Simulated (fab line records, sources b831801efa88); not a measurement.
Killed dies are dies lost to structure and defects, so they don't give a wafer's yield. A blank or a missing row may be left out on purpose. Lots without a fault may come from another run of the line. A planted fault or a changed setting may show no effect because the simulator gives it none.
Which tool did it? | flow gf180mcu | 7 lots, 21 wafers sampled, at 2 steps of a route of 602

WHAT THE GAUGES READ, wafer by wafer
GF_HV_LDD_CD_MEAS_19: target cd 400 nm.
lot  | measured     | on        | cd_nm (nm)
L735 | day 11 12:02 | cd_sem-01 | 398.8 398.9 399.1
L737 | day 12 08:59 | cd_sem-02 | 403.8 406.1 403.2
L739 | day 12 14:02 | cd_sem-02 | 397.8 397.2 399.3
L741 | day 13 05:41 | cd_sem-01 | 400.4 401.0 401.6
L751 | day 16 06:11 | cd_sem-01 | 274.7 274.7 271.0
L754 | day 17 03:32 | cd_sem-02 | 399.9 400.0 402.6
L757 | day 17 14:32 | cd_sem-01 | 401.8 402.4 402.2

WHICH TOOL RAN EACH LOT (tool, then ch and the chambers of the sampled wafers, then the start)
lot  | GF_HV_LDD_DEVELOP_18
L735 | litho_track-02 ch 0, day 11 11:53
L737 | litho_track-04 ch 0, day 12 08:50
L739 | litho_track-04 ch 0, day 12 13:53
L741 | litho_track-02 ch 0, day 13 05:32
L751 | litho_track-01 ch 0, day 16 06:02
L754 | litho_track-04 ch 0, day 17 03:23
L757 | litho_track-04 ch 0, day 17 14:25
- GF_HV_LDD_DEVELOP_18: develop time 60 s.

THE ANSWER, worked out from the rows above alone
Rule: what is usual is taken from the lots themselves. Put in order of their means at a reading, lots are off if they are a third of the lots or fewer, leave a main group of 4 or more, and stand apart from it by a gap of 3 or more times the standard deviation of the main group's means; of several such gaps the widest counts. A main group whose means are all the same, to the digits that the tables above print for the reading, isn't used. A lot without any number at a reading at which 4 lots or more have one is off too. The other lots that the step has rows for count as sound.
Off: L751, at GF_HV_LDD_CD_MEAS_19 (cd_nm). The main group: mean 400.9 nm, standard deviation 2.1.
A tool fits if, at a process step before that reading, it ran every lot that is off, and no sound lot after the first of them. The gauges at GF_HV_LDD_CD_MEAS_19 are tried like those tools. One fits: litho_track-01 at GF_HV_LDD_DEVELOP_18. It ran no sound lot before its first lot that is off in this sample, so the start can't be narrowed down.

WHAT THE SIMULATOR HAD PUT IN
Process parameter drift: litho_track-01, from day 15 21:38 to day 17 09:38, at GF_HV_LDD_DEVELOP_18. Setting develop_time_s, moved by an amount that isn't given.
Lots struck among those shown: L751. The rule above found the same.
